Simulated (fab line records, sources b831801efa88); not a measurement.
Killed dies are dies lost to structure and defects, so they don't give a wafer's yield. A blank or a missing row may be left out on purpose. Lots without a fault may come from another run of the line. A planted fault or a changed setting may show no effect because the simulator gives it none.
fab line records | flow sky130 | part 1 of 2: steps 1 to 28 of 39
record lots=5 wafers=15 last_day=50
route steps=708 shown FIELD_ISO@6 NWELL@32 DNWELL@35
lots that met no fault: from a run of the same line without faults
start_h: hours from the record's first day to the start of the lot's first wafer shown | wait_h: hours since the lot's step before | " the same as in the row above | L1.1+2: a row that stands for several wafers | - no value, or no start given | * or withheld: withheld | < > ~ a bound
route shown NAME@n: a module of which the file shows steps, and the number in the route of the first | usual: mean/standard deviation of fault-free wafers | same: alike in all rows | chamber/n: place in a boat | sites: the reading at each site | _std_site: their standard deviation | _edge_site: outer sites' mean less inner sites' | radius_mm: how far each site lies from the wafer's centre | mask NAME#n: copy n | behind: the tool/chamber that last shaped the wafer | hold: why the lot was held/for how many hours/how that ended | device: the transistor (n, p or np) that didn't switch | end of line: the same wafers' tests at the end of the route | a step without rows: its recipe alone | killed: dies lost to structure and defects at the first sort, not the wafer's yield | map: a wafer's dies, x killed, . not, _ none there
set.NAME: the setting as run; set.NAME@STEP: as run at that earlier step | model.NAME: the simulator's own value behind a step, which no gauge read
lots at some steps of the route; a table a step, a row a wafer
services: from which hour (start_h, from the record's first day; less than 0 if before it) a tool's chamber was out of use, for how many hours, and why
## steps
# step SKY_FIELD_ISO_DEHYDRATE_05
# recipe temp_c=200 time_s=60
# usual heater_power_total_W=160.37/0.12
# columns lot.wafer tool chamber start_h wait_h heater_power_total_W
L075.3 litho_track-02 0 26.39 6.3 160.36
L075.4 " 0 " " 160.36
L075.6 " 0 " " 160.51
L088.4 litho_track-04 0 92.26 7.8 160.35
L088.5 " 0 " " 160.21
L088.6 " 0 " " 160.40
L089.2 litho_track-04 0 97.36 7.6 160.43
L089.4 " 0 " " 160.34
L089.5 " 0 " " 160.27
L090.3 litho_track-04 0 101.74 8.2 160.38
L090.4 " 0 " " 160.37
L090.6 " 0 " " 160.35
L092.2 litho_track-02 0 111.66 8.0 160.36
L092.3 " 0 " " 160.31
L092.5 " 0 " " 160.38
# step SKY_FIELD_ISO_HMDS_06
# recipe prime_time_s=60 prime_temp_c=120
# columns lot.wafer tool chamber start_h wait_h
L075.3+4+6 litho_track-02 0 26.54 0.1
L088.4+5+6 litho_track-04 0 92.41 0.1
L089.2+4+5 litho_track-04 0 97.51 0.1
L090.3+4+6 litho_track-04 0 101.89 0.1
L092.2+3+5 litho_track-02 0 111.81 0.1
# step SKY_FIELD_ISO_COAT_07
# recipe resist=BARC temp_c=withheld time_s=withheld spin_rpm=3000 resist_thk_nm=60.5
# usual dispense_pressure_kPa=48.9/0.6
# columns lot.wafer tool chamber start_h wait_h dispense_pressure_kPa
L075.3 litho_track-02 0 26.69 0.1 49.3
L075.4 " 0 " " 49.2
L075.6 " 0 " " 49.2
L088.4 litho_track-04 0 92.56 0.1 48.2
L088.5 " 0 " " 48.2
L088.6 " 0 " " 48.1
L089.2 litho_track-04 0 97.66 0.1 48.2
L089.4 " 0 " " 48.1
L089.5 " 0 " " 48.2
L090.3 litho_track-04 0 102.04 0.1 48.1
L090.4 " 0 " " 48.1
L090.6 " 0 " " 48.1
L092.2 litho_track-02 0 111.96 0.1 49.3
L092.3 " 0 " " 49.3
L092.5 " 0 " " 49.3
# step SKY_FIELD_ISO_COAT_08
# recipe resist=KrF-thick spin_rpm=3000 resist_thk_nm=450
# usual dispense_pressure_kPa=48.9/0.63
# columns lot.wafer tool chamber start_h wait_h dispense_pressure_kPa
L075.3 litho_track-02 0 - - 49.3
L075.4 " 0 " " 49.3
L075.6 " 0 " " 49.2
L088.4 litho_track-04 0 - - 48.1
L088.5 " 0 " " 48.1
L088.6 " 0 " " 48.1
L089.2 litho_track-04 0 - - 48.1
L089.4 " 0 " " 48.1
L089.5 " 0 " " 48.1
L090.3 litho_track-04 0 - - 48.1
L090.4 " 0 " " 48.1
L090.6 " 0 " " 48.2
L092.2 litho_track-02 0 - - 49.3
L092.3 " 0 " " 49.3
L092.5 " 0 " " 49.3
# step SKY_FIELD_ISO_SOFTBAKE_09
# recipe temp_c=100 time_s=90 resist=KrF-thick
# usual heater_power_total_W=57.38/0.11
# columns lot.wafer tool chamber start_h wait_h heater_power_total_W
L075.3 litho_track-02 0 - - 57.43
L075.4 " 0 " " 57.49
L075.6 " 0 " " 57.48
L088.4 litho_track-04 0 - - 57.36
L088.5 " 0 " " 57.24
L088.6 " 0 " " 57.25
L089.2 litho_track-04 0 - - 57.48
L089.4 " 0 " " 57.42
L089.5 " 0 " " 57.41
L090.3 litho_track-04 0 - - 57.26
L090.4 " 0 " " 57.40
L090.6 " 0 " " 57.45
L092.2 litho_track-02 0 - - 57.21
L092.3 " 0 " " 57.40
L092.5 " 0 " " 57.51
# step SKY_FIELD_ISO_EXPOSE_10
# recipe mask_id=FOM na=0.68 source_shape=annular sigma_inner=0.4 sigma_outer=0.8 target_cd_nm=150 dose_mj=28
# usual reticle_temp_C=23.02/0.089
# same na=0.68
# columns lot.wafer tool chamber start_h wait_h mask reticle_temp_C
L075.3 krf_scanner-02 0 - - FOM#0 22.94
L075.4 " 0 " " FOM#0 23.00
L075.6 " 0 " " FOM#0 23.06
L088.4 krf_scanner-02 0 - - FOM#0 23.03
L088.5 " 0 " " FOM#0 22.98
L088.6 " 0 " " FOM#0 22.92
L089.2 krf_scanner-01 0 - - FOM#0 23.03
L089.4 " 0 " " FOM#0 23.08
L089.5 " 0 " " FOM#0 22.86
L090.3 krf_scanner-02 0 - - FOM#0 23.09
L090.4 " 0 " " FOM#0 22.87
L090.6 " 0 " " FOM#0 23.16
L092.2 krf_scanner-02 0 - - FOM#0 23.00
L092.3 " 0 " " FOM#0 22.99
L092.5 " 0 " " FOM#0 23.06
# step SKY_FIELD_ISO_PEB_11
# recipe peb_temp_c=withheld peb_time_s=withheld resist=KrF-thick
# columns lot.wafer tool chamber start_h wait_h
L075.3+4+6 litho_track-02 0 - -
L088.4+5+6 litho_track-03 0 - -
L089.2+4+5 litho_track-02 0 - -
L090.3+4+6 litho_track-03 0 - -
L092.2+3+5 litho_track-04 0 - -
# step SKY_FIELD_ISO_DEVELOP_12
# recipe develop_time_s=60 resist=KrF-thick dev_temp_c=21
# columns lot.wafer tool chamber start_h wait_h
L075.3+4+6 litho_track-02 0 - -
L088.4+5+6 litho_track-03 0 - -
L089.2+4+5 litho_track-02 0 - -
L090.3+4+6 litho_track-03 0 - -
L092.2+3+5 litho_track-04 0 - -
# step SKY_FIELD_ISO_CD_MEAS_13
# recipe target_cd_nm=150
# usual cd_nm=150.2/1.6
# columns lot.wafer tool chamber start_h wait_h cd_nm
L075.3 cd_sem-02 - 34.53 - 150.6
L075.4 " - " " 151.1
L075.6 " - " " 151.3
L088.4 cd_sem-02 - 101.28 - 151.4
L088.5 " - " " 151.7
L088.6 " - " " 151.4
L089.2 cd_sem-02 - 107.21 - 148.2
L089.4 " - " " 149.8
L089.5 " - " " 148.1
L090.3 cd_sem-02 - 111.36 - 150.4
L090.4 " - " " 150.7
L090.6 " - " " 150.8
L092.2 cd_sem-02 - 121.01 - 151.4
L092.3 " - " " 150.6
L092.5 " - " " 148.3
# step SKY_FIELD_ISO_ETCH_14
# recipe chemistry=N2/H2 target=BARC ion_energy_ev=200 source_w=500 bias_w=100 pressure_mtorr=30 n2_flow_sccm=100 h2_flow_sccm=200 stop_on=SiO2 time_s=45.9 target_depth_a=600
# usual drypump_motor_current_A=5.75/0.24 oes_product_au=0.859/0.0045 throttle_valve_pct=13.225/0.0096
# columns lot.wafer tool chamber start_h wait_h drypump_motor_current_A oes_product_au rf_hours_counter_h throttle_valve_pct
L075.3 rie_diel-03 2 34.61 0.1 5.42 0.862 3 13.229
L075.4 " 1 " " 5.84 0.867 2 13.229
L075.6 " 1 " " 5.85 0.870 - 13.211
L088.4 rie_diel-04 1 101.37 0.1 5.49 0.855 - 13.223
L088.5 " 3 " " 5.81 0.857 - 13.228
L088.6 " 2 " " 5.57 0.860 - 13.216
L089.2 rie_diel-03 2 107.31 0.1 5.42 0.863 5 13.240
L089.4 " 0 " " 5.62 0.853 107 13.247
L089.5 " 0 " " 5.62 0.862 - 13.223
L090.3 rie_diel-02 3 111.44 0.1 6.48 0.857 11 13.207
L090.4 " 3 " " 6.48 0.861 - 13.212
L090.6 " 1 " " 5.84 0.857 - 13.218
L092.2 rie_diel-03 1 121.11 0.1 5.81 0.865 4 13.217
L092.3 " 3 " " 5.88 0.863 135 13.225
L092.5 " 3 " " 5.91 0.860 - 13.223
# step SKY_FIELD_ISO_ETCH_15
# recipe chemistry=CHF3/O2 target_depth_nm=180 stop_on=Si source_w=600 bias_w=200 pressure_mtorr=40 chf3_flow_sccm=50 O2_flow_sccm=5 time_s=72
# usual drypump_motor_current_A=5.74/0.24 oes_product_au=0.944/0.0066 throttle_valve_pct=8.843/0.0096
# columns lot.wafer tool chamber start_h wait_h drypump_motor_current_A oes_product_au rf_hours_counter_h throttle_valve_pct
L075.3 rie_diel-03 2 34.65 0.0 5.42 0.942 3 8.846
L075.4 " 1 " " 5.84 0.944 2 8.844
L075.6 " 1 " " 5.86 0.944 - 8.842
L088.4 rie_diel-04 1 101.42 0.0 5.48 0.927 - 8.832
L088.5 " 3 " " 5.80 0.942 - 8.858
L088.6 " 2 " " 5.57 0.932 - 8.843
L089.2 rie_diel-03 2 107.35 0.0 5.42 0.952 5 8.862
L089.4 " 0 " " 5.61 0.937 107 8.852
L089.5 " 0 " " 5.62 0.944 - 8.843
L090.3 rie_diel-02 3 111.49 0.0 6.47 0.950 11 8.882
L090.4 " 3 " " 6.49 0.945 - 8.843
L090.6 " 1 " " 5.88 0.941 - 8.841
L092.2 rie_diel-03 1 121.15 0.0 5.82 0.950 4 8.856
L092.3 " 3 " " 5.87 0.948 135 8.847
L092.5 " 3 " " 5.88 0.941 - 8.825
# step SKY_FIELD_ISO_STRIP_16
# recipe chemistry=O2/N2 power_w=1400 pressure_mtorr=1500 platen_temp_c=withheld o2_flow_sccm=3000 n2_flow_sccm=300 overash_fraction=0.5
# usual drypump_motor_current_A=5.6/0.32 oes_product_au=0.379/0.005 strip_time_to_endpoint_s=3.57/0.031
# columns lot.wafer tool chamber start_h wait_h drypump_motor_current_A oes_product_au rf_hours_counter_h strip_time_to_endpoint_s
L075.3 plasma_asher-03 0 34.74 0.1 5.8 0.374 - 3.52
L075.4 " 1 " " 5.8 0.382 - 3.60
L075.6 " 0 " " 5.9 0.380 - 3.59
L088.4 plasma_asher-01 0 101.48 0.0 5.6 0.386 - 3.58
L088.5 " 1 " " 4.9 0.371 - 3.57
L088.6 " 0 " " 5.6 0.387 - 3.60
L089.2 plasma_asher-03 1 107.41 0.0 5.7 0.377 29 3.55
L089.4 " 1 " " 5.7 0.386 - 3.57
L089.5 " 0 " " 5.8 0.382 - 3.58
L090.3 plasma_asher-04 0 111.58 0.1 5.6 0.378 - 3.53
L090.4 " 1 " " 5.3 0.371 - 3.52
L090.6 " 0 " " 5.5 0.385 - 3.56
L092.2 plasma_asher-01 0 121.20 0.0 5.6 0.384 43 3.61
L092.3 " 0 " " 5.6 0.386 - 3.58
L092.5 " 1 " " 4.9 0.379 - 3.54
# step SKY_FIELD_ISO_ETCH_17
# recipe target_depth_a=3420 mask_material=Si3N4 chemistry=HBr/Cl2/O2 target=Si taper_deg=5 icp_w=600 bias_w=150 pressure_mtorr=15 HBr_flow_sccm=150 Cl2_flow_sccm=40 O2_flow_sccm=6 time_s=97.7
# usual drypump_motor_current_A=6.1/0.32 oes_product_au=1.000/0.012 throttle_valve_pct=25.656/0.012
# columns lot.wafer tool chamber start_h wait_h drypump_motor_current_A oes_product_au rf_hours_counter_h throttle_valve_pct
L075.3 rie_si-01 3 34.81 0.0 6.2 1.006 63 25.664
L075.4 " 0 " " 6.4 0.995 63 25.662
L075.6 " 0 " " 6.4 0.999 - 25.663
L088.4 rie_si-02 3 101.58 0.1 6.0 1.015 - 25.642
L088.5 " 0 " " 5.5 1.000 - 25.647
L088.6 " 2 " " 6.3 1.013 - 25.654
L089.2 rie_si-01 1 107.51 0.1 6.4 0.988 45 25.658
L089.4 " 0 " " 6.3 1.000 63 25.663
L089.5 " 1 " " 6.4 0.987 - 25.663
L090.3 rie_si-02 3 111.64 0.0 6.0 1.010 21 25.654
L090.4 " 3 " " 6.0 1.007 - 25.644
L090.6 " 2 " " 6.3 0.998 - 25.650
L092.2 rie_si-01 2 121.30 0.1 5.8 1.015 37 25.641
L092.3 " 0 " " 6.4 0.988 64 25.666
L092.5 " 2 " " 5.8 1.018 - 25.648
# step SKY_FIELD_ISO_WET_ETCH_18
# recipe chemistry=H3PO4 target_depth_nm=25 temp_c=160 target=Si3N4 time_s=286
# columns lot.wafer tool chamber start_h wait_h
L075.3+4+6 wet_bench-03 0 34.88 0.0
L088.4+5+6 wet_bench-01 2 101.61 0.0
L089.2+4+5 wet_bench-01 3 107.58 0.0
L090.3+4+6 wet_bench-02 1 111.71 0.0
L092.2+3+5 wet_bench-02 2 121.38 0.0
# step SKY_FIELD_ISO_CLEAN_19
# recipe chemistry=SC1/SC2 mix=1:4:20 temp_c=70 time_s=150
# columns lot.wafer tool chamber start_h wait_h
L075.3+4+6 wet_bench-02 3 34.97 0.0
L088.4+5+6 wet_bench-02 2 101.70 0.0
L089.2+4+5 wet_bench-02 3 107.66 0.0
L090.3+4+6 wet_bench-03 3 111.80 0.0
L092.2+3+5 wet_bench-01 3 121.46 0.0
# step SKY_FIELD_ISO_CLEAN_20
# recipe chemistry=dHF time_s=20 dilution=100:1
# columns lot.wafer tool chamber start_h wait_h
L075.3+4+6 wet_bench-01 2 35.03 0.0
L088.4+5+6 wet_bench-03 1 101.75 0.0
L089.2+4+5 wet_bench-03 3 107.71 0.0
L090.3+4+6 wet_bench-02 1 111.85 0.0
L092.2+3+5 wet_bench-02 0 121.51 0.0
# step SKY_FIELD_ISO_WET_ETCH_21
# recipe chemistry=dHF dilution=100:1 target_depth_nm=20 dry=ipa_marangoni target=SiO2 temp_c=25 time_s=400
# columns lot.wafer tool chamber start_h wait_h
L075.3+4+6 wet_bench-03 2 35.04 0.0
L088.4+5+6 wet_bench-01 2 101.77 0.0
L089.2+4+5 wet_bench-01 2 107.73 0.0
L090.3+4+6 wet_bench-01 3 111.87 0.0
L092.2+3+5 wet_bench-03 0 121.53 0.0
# step SKY_FIELD_ISO_OXIDATION_22
# recipe temp_c=950 ambient=O2 stabilise_s=600 purge_s=300 target_thk_a=100 ox_time_s=623
# usual ox_temp_c_max=953.9/0.89
# columns lot.wafer tool chamber start_h wait_h ox_temp_c_max
L075.3 furnace-02 0 35.17 0.0 952.4
L075.4 " 0 " " 953.7
L075.6 " 0 " " 951.8
L088.4 furnace-02 0 101.89 0.0 953.5
L088.5 " 0 " " 953.7
L088.6 " 0 " " 953.9
L089.2 furnace-01 0 108.50 0.7 953.6
L089.4 " 0 " " 954.1
L089.5 " 0 " " 953.7
L090.3 furnace-01 0 115.48 3.5 954.3
L090.4 " 0 " " 954.8
L090.6 " 0 " " 954.2
L092.2 furnace-01 0 122.31 0.7 953.2
L092.3 " 0 " " 954.5
L092.5 " 0 " " 954.4
# step SKY_FIELD_ISO_THK_MEAS_23
# recipe reads=SiO2_of_FIELD_ISO_OXIDATION_22
# usual FIELD_ISO_OXIDATION_01_THK=10.09/0.19
# columns lot.wafer tool chamber start_h wait_h FIELD_ISO_OXIDATION_01_THK[nm]
L075.3 film_metro-02 - 36.36 0.0 9.84
L075.4 " - " " 9.97
L075.6 " - " " 9.92
L088.4 film_metro-03 - 103.09 0.0 10.05
L088.5 " - " " 10.11
L088.6 " - " " 10.25
L089.2 film_metro-01 - 109.69 0.0 10.24
L089.4 " - " " 10.31
L089.5 " - " " 10.28
L090.3 film_metro-01 - 116.67 0.0 10.26
L090.4 " - " " 10.14
L090.6 " - " " 10.32
L092.2 film_metro-01 - 123.49 0.0 10.11
L092.3 " - " " 10.14
L092.5 " - " " 10.26
# step SKY_FIELD_ISO_CVD_24
# recipe material=SiO2 target_thk_nm=595 temp_c=650 sigma_open_frac=0.3 time_s=99.2 sih4_flow_sccm=60 pressure_mtorr=6
# columns lot.wafer tool chamber start_h wait_h
L075.3+4+6 hdpcvd-01 0,1,2 36.40 0.0
L088.4+5+6 hdpcvd-01 2,1,0 103.16 0.1
L089.2+4+5 hdpcvd-02 1,0,2 109.74 0.0
L090.3+4+6 hdpcvd-02 1,2,0 116.71 0.0
L092.2+3+5 hdpcvd-02 0,1,1 123.54 0.0
# step SKY_FIELD_ISO_THK_MEAS_25
# recipe reads=SiO2_of_FIELD_ISO_CVD_24
# usual FIELD_ISO_CVD_24_THK=594/5.6
# columns lot.wafer tool chamber start_h wait_h FIELD_ISO_CVD_24_THK[nm]
L075.3 film_metro-03 - 36.50 0.1 590
L075.4 " - " " 593
L075.6 " - " " 586
L088.4 film_metro-01 - 103.22 0.0 595
L088.5 " - " " 590
L088.6 " - " " 599
L089.2 film_metro-01 - 109.82 0.0 605
L089.4 " - " " 600
L089.5 " - " " 598
L090.3 film_metro-02 - 116.80 0.1 593
L090.4 " - " " 596
L090.6 " - " " 593
L092.2 film_metro-03 - 123.62 0.0 594
L092.3 " - " " 592
L092.5 " - " " 590
# step SKY_FIELD_ISO_ANNEAL_26
# recipe temp_c=1000 time_s=1800 ambient=N2
# columns lot.wafer tool chamber start_h wait_h
L075.3+4+6 furnace-01 0 36.63 0.1
L088.4+5+6 furnace-02 0 103.25 0.0
L089.2+4+5 furnace-01 0 111.06 1.2
L090.3+4+6 furnace-01 0 120.81 4.0
L092.2+3+5 furnace-01 0 130.67 7.0
# step SKY_FIELD_ISO_CMP_27
# recipe stop_on=Si3N4 t_overpolish_s=16 down_force_psi=4 platen_rpm=60 target_thk_nm=457.8 pad_velocity_m_s=0.94248
# usual edge_zone_pressure_frac=1.000/0.0049 motor_current_A=12.7/1 overpolish_run_s=16.000/0.0098 time_to_endpoint_s=112/5
# columns lot.wafer tool chamber start_h wait_h edge_zone_pressure_frac motor_current_A overpolish_run_s time_to_endpoint_s
L075.4 cmp-02 1 38.13 0.0 0.999 12.2 15.985 120
L075.3 " 2 " " 1.004 14.1 15.995 110
L075.6 " 2 " " 1.009 14.6 16.017 109
L088.4 cmp-02 1 104.85 0.1 0.993 11.9 15.995 118
L088.6 " 3 " " 0.994 12.7 15.989 111
L088.5 " 0 " " 1.000 11.9 15.999 106
L089.4 cmp-02 2 112.66 0.1 1.003 14.8 15.988 108
L089.2 " 3 " " 1.005 13.2 16.009 115
L089.5 " 1 " " 1.007 12.2 16.009 121
L090.3 cmp-02 3 122.36 0.1 1.001 13.2 15.996 108
L090.4 " 0 " " 1.004 12.2 15.993 111
L090.6 " 2 " " 1.000 14.5 15.992 108
L092.2 cmp-02 3 132.92 0.7 1.007 12.7 15.998 106
L092.3 " 1 " " 0.999 11.2 16.017 112
L092.5 " 3 " " 1.007 13.2 15.990 108
# step SKY_FIELD_ISO_WET_ETCH_28
# recipe chemistry=dHF target_depth_nm=23.7 target=SiO2 dilution=10:1 temp_c=25 time_s=47
# columns lot.wafer tool chamber start_h wait_h
L075.3+4+6 wet_bench-01 3 38.43 0.2
L088.4+5+6 wet_bench-02 0 105.05 0.1
L089.2+4+5 wet_bench-01 3 112.88 0.1
L090.3+4+6 wet_bench-03 0 122.61 0.2
L092.2+3+5 wet_bench-01 1 133.22 0.2
# step SKY_FIELD_ISO_WET_ETCH_29
# recipe chemistry=H3PO4 target_depth_nm=160 target=Si3N4 temp_c=160 time_s=1825
# columns lot.wafer tool chamber start_h wait_h
L075.3+4+6 wet_bench-03 3 38.45 0.0
L088.4+5+6 wet_bench-03 3 105.07 0.0
L089.2+4+5 wet_bench-02 3 112.90 0.0
L090.3+4+6 wet_bench-01 3 122.63 0.0
L092.2+3+5 wet_bench-03 1 133.24 0.0
# step SKY_FIELD_ISO_WET_ETCH_30
# recipe chemistry=dHF target_depth_nm=25 target=SiO2 dilution=10:1 temp_c=25 time_s=50
# columns lot.wafer tool chamber start_h wait_h
L075.3+4+6 wet_bench-01 1 39.02 0.0
L088.4+5+6 wet_bench-01 1 105.64 0.0
L089.2+4+5 wet_bench-01 3 113.42 0.0
L090.3+4+6 wet_bench-02 3 123.14 0.0
L092.2+3+5 wet_bench-01 2 133.80 0.0
# step SKY_NWELL_CLEAN_00
# recipe chemistry=SC1/SC2 mix=1:4:20 temp_c=70 time_s=150 dry=n2_spin
# columns lot.wafer tool chamber start_h wait_h
L075.3+4+6 wet_bench-02 2 39.04 0.0
L088.4+5+6 wet_bench-02 2 105.66 0.0
L089.2+4+5 wet_bench-02 0 113.44 0.0
L090.3+4+6 wet_bench-01 2 123.16 0.0
L092.2+3+5 wet_bench-02 1 133.83 0.0
# step SKY_NWELL_OXIDATION_01
# recipe temp_c=900 ambient=O2 stabilise_s=600 purge_s=300 target_thk_a=100 ox_time_s=1418
# usual ox_temp_c_max=903.9/0.86
# columns lot.wafer tool chamber start_h wait_h ox_temp_c_max
L075.3 furnace-02 0 39.09 0.0 902.7
L075.4 " 0 " " 904.2
L075.6 " 0 " " 903.0
L088.4 furnace-01 0 107.11 1.4 903.5
L088.5 " 0 " " 904.5
L088.6 " 0 " " 903.9
L089.2 furnace-01 0 117.90 4.4 903.1
L089.4 " 0 " " 904.5
L089.5 " 0 " " 905.5
L090.3 furnace-01 0 129.28 6.1 903.2
L090.4 " 0 " " 904.7
L090.6 " 0 " " 903.4
L092.2 furnace-01 0 137.61 3.7 903.8
L092.3 " 0 " " 903.8
L092.5 " 0 " " 904.1
